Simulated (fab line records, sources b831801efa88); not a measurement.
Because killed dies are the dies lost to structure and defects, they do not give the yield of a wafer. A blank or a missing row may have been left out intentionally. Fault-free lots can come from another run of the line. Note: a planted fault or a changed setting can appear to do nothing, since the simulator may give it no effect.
Which tool is to blame? | flow sky130 | 12 lots with 34 wafers sampled at 6 steps, on a route of 708 steps

== WHAT THE GAUGES READ, wafer by wafer ==
SKY_LDD_HVP_OVL_MEAS_07.
lot  | measured     | on         | LDD_HVP_OVL (nm)
L339 | day 21 12:08 | overlay-02 | 4.3 3.8 5.0
L342 | day 22 21:17 | overlay-02 | 1.0 0.7 1.2
L345 | day 24 10:03 | overlay-02 | 0.3 1.1 2.1
L344 | day 24 10:20 | overlay-01 | 0.4 2.3
L346 | day 24 11:26 | overlay-01 | 0.3 -0.5 0.7
L348 | day 24 22:45 | overlay-01 | 2.6 3.0
L350 | day 25 16:34 | overlay-01 | 2.1 3.4 0.4
L358 | day 28 07:42 | overlay-01 | 2.1 0.4 1.8
L359 | day 28 14:11 | overlay-01 | 1.7 1.3 2.2
L360 | day 28 18:09 | overlay-02 | 1.8 1.2 0.7
L361 | day 29 00:54 | overlay-02 | 1.4 3.7 1.9
L362 | day 29 08:33 | overlay-02 | 3.1 2.4 2.3

SKY_SD_P_TW_MEAS_11.
lot  | measured     | on            | SD_P_TW
L339 | day 25 09:50 | film_metro-03 | 2815 2807 2816
L342 | day 26 16:40 | film_metro-01 | 2793 2796 2805
L345 | day 28 03:50 | film_metro-03 | 2839 2826 2818
L344 | day 28 05:16 | film_metro-01 | 2801 2812
L346 | day 28 04:39 | film_metro-04 | 2854 2853 2852
L348 | day 28 17:10 | film_metro-04 | 2837 2852
L350 | day 29 09:31 | film_metro-03 | 2804 2796 2810
L358 | day 31 21:22 | film_metro-01 | 2799 2799 2787
L359 | day 32 02:13 | film_metro-04 | 2826 2833 2825
L360 | day 32 06:47 | film_metro-03 | 2800 2785 2805
L361 | day 32 14:57 | film_metro-04 | 2825 2831 2834
L362 | day 32 21:18 | film_metro-03 | 2795 2814 2805

SKY_LI_CONTACT_RS_MEAS_22: the measuring method here is four-point-probe.
lot  | measured     | on            | LI_CONTACT_W_RS (ohm/sq)
L339 | day 29 02:47 | film_metro-03 | 0.2909 0.2910 0.2887
L342 | day 30 08:16 | film_metro-03 | 0.2906 0.2851 0.2859
L345 | day 31 18:43 | film_metro-04 | 0.2894 0.2865 0.2866
L344 | day 31 19:58 | film_metro-01 | 0.2715 0.2874
L346 | day 31 19:11 | film_metro-03 | 0.2868 0.2862 0.2856
L348 | day 32 04:49 | film_metro-04 | 0.2695 0.2850
L350 | day 32 22:36 | film_metro-04 | 0.2796 0.2718 0.2866
L358 | day 35 09:25 | film_metro-03 | 0.2874 0.2879 0.2859
L359 | day 35 12:22 | film_metro-03 | 0.2891 0.2873 0.2892
L360 | day 35 16:59 | film_metro-03 | 0.2868 0.2872 0.2895
L361 | day 36 00:44 | film_metro-03 | 0.2885 0.2862 0.2842
L362 | day 36 07:43 | film_metro-04 | 0.2855 0.2847 0.2846

SKY_LI_CONTACT_THK_MEAS_23: measures by xrf.
lot  | measured     | on            | LI_CONTACT_W_THK (nm)
L339 | day 29 02:54 | film_metro-03 | 397 397 397
L342 | day 30 08:23 | film_metro-03 | 399 409 408
L345 | day 31 18:50 | film_metro-04 | 409 411 412
L344 | day 31 20:04 | film_metro-01 | 418 394
L346 | day 31 19:19 | film_metro-03 | 407 408 409
L348 | day 32 04:55 | film_metro-04 | 439 411
L350 | day 32 22:42 | film_metro-04 | 421 434 413
L358 | day 35 09:31 | film_metro-03 | 403 400 406
L359 | day 35 12:28 | film_metro-03 | 404 401 402
L360 | day 35 17:07 | film_metro-03 | 406 401 400
L361 | day 36 00:52 | film_metro-03 | 407 407 410
L362 | day 36 07:50 | film_metro-04 | 412 408 411

== WHAT TOOL EACH LOT RAN ON (gives the tool, then ch and the chambers of the sampled wafers, and finally the start) ==
lot  | SKY_LDD_HVP_STRIP_09                 | SKY_LI_CONTACT_CVD_21
L339 | plasma_asher-03 ch 0,1, day 21 12:20 | cvd_w-01 ch 0,1, day 29 02:39
L342 | plasma_asher-02 ch 0,1, day 22 21:28 | cvd_w-02 ch 0,1, day 30 08:08
L345 | plasma_asher-03 ch 0,1, day 24 10:14 | cvd_w-01 ch 0,1, day 31 18:35
L344 | plasma_asher-02 ch 0,1, day 24 10:32 | cvd_w-01 ch 0,1, day 31 19:51
L346 | plasma_asher-03 ch 0,1, day 24 11:38 | cvd_w-01 ch 1, day 31 19:04
L348 | plasma_asher-02 ch 0,1, day 24 22:58 | cvd_w-01 ch 0, day 32 04:42
L350 | plasma_asher-03 ch 0,1, day 25 16:46 | cvd_w-01 ch 0,1, day 32 22:29
L358 | plasma_asher-03 ch 0,1, day 28 07:55 | cvd_w-01 ch 0,1, day 35 09:18
L359 | plasma_asher-03 ch 0,1, day 28 14:23 | cvd_w-02 ch 0,1, day 35 12:15
L360 | plasma_asher-02 ch 0,1, day 28 18:20 | cvd_w-01 ch 0,1, day 35 16:52
L361 | plasma_asher-02 ch 0,1, day 29 01:05 | cvd_w-01 ch 0,1, day 36 00:37
L362 | plasma_asher-02 ch 0,1, day 29 08:44 | cvd_w-02 ch 0, day 36 07:35
- SKY_LDD_HVP_STRIP_09: strips in O2/N2.
- SKY_LI_CONTACT_CVD_21: deposits W, target thk 400 nm, time 120.56 s.

== WHAT THE TOOLS THEMSELVES READ (means of the sampled wafers that have a number; where no wafer has one, the mark that the record gives instead) ==
SKY_LDD_HVP_STRIP_09.
lot  | tool            | drypump_motor_current_A (A) | oes_product_au (a.u.) | strip_time_to_endpoint_s (s)
L339 | plasma_asher-03 | 5.13                        | 0.404                 | 4.125
L342 | plasma_asher-02 | 5.30                        | 0.406                 | 4.119
L345 | plasma_asher-03 | 5.12                        | 0.407                 | 4.132
L344 | plasma_asher-02 | 5.39                        | 0.405                 | 4.129
L346 | plasma_asher-03 | 5.28                        | 0.408                 | 4.115
L348 | plasma_asher-02 | 5.37                        | 0.406                 | 4.107
L350 | plasma_asher-03 | 5.26                        | 0.409                 | 4.107
L358 | plasma_asher-03 | 5.27                        | 0.408                 | 4.139
L359 | plasma_asher-03 | 5.29                        | 0.406                 | 4.145
L360 | plasma_asher-02 | 5.30                        | 0.403                 | 4.115
L361 | plasma_asher-02 | 5.48                        | 0.410                 | 4.116
L362 | plasma_asher-02 | 5.32                        | 0.408                 | 4.123

SKY_LI_CONTACT_CVD_21.
lot  | tool     | heater_power_w (W)
L339 | cvd_w-01 | 814
L342 | cvd_w-02 | 890
L345 | cvd_w-01 | 820
L344 | cvd_w-01 | 799
L346 | cvd_w-01 | 740
L348 | cvd_w-01 | 862
L350 | cvd_w-01 | 830
L358 | cvd_w-01 | 780
L359 | cvd_w-02 | 902
L360 | cvd_w-01 | 829
L361 | cvd_w-01 | 825
L362 | cvd_w-02 | 891

== THE ANSWER, worked out from the rows above alone ==
Rule: the lots themselves supply what counts as usual. Put in order of their means at a reading, lots are off if they are a third of the lots or fewer, leave a main group of 4 or more, and stand apart from it by a gap of 3 or more times the standard deviation of the main group's means; of several such gaps the widest counts. A main group is skipped when, at the precision printed for the reading in the tables above, its means are all equal. A lot without any number at a reading at which 4 lots or more have one is off too. Any other lot the step has rows for is counted as sound. After the gauges, taken in route order, come the tools' own readings; for these a lot's mean is taken, as printed above. The first step at which some lot is off is used, and at that step the reading that is off furthest; a lot without a number counts as furthest.
Off: at SKY_LI_CONTACT_RS_MEAS_22 (LI_CONTACT_W_RS), L344, L348, L350. The main group: mean 0.2873 ohm/sq, standard deviation 0.0014.
A tool fits if, at a process step before that reading, it ran every lot that is off, and no sound lot after the first of them. Gauges at SKY_LI_CONTACT_RS_MEAS_22: tried the same way as those tools. Of those tried, none fits.

== WHAT THE SIMULATOR PUT IN ==
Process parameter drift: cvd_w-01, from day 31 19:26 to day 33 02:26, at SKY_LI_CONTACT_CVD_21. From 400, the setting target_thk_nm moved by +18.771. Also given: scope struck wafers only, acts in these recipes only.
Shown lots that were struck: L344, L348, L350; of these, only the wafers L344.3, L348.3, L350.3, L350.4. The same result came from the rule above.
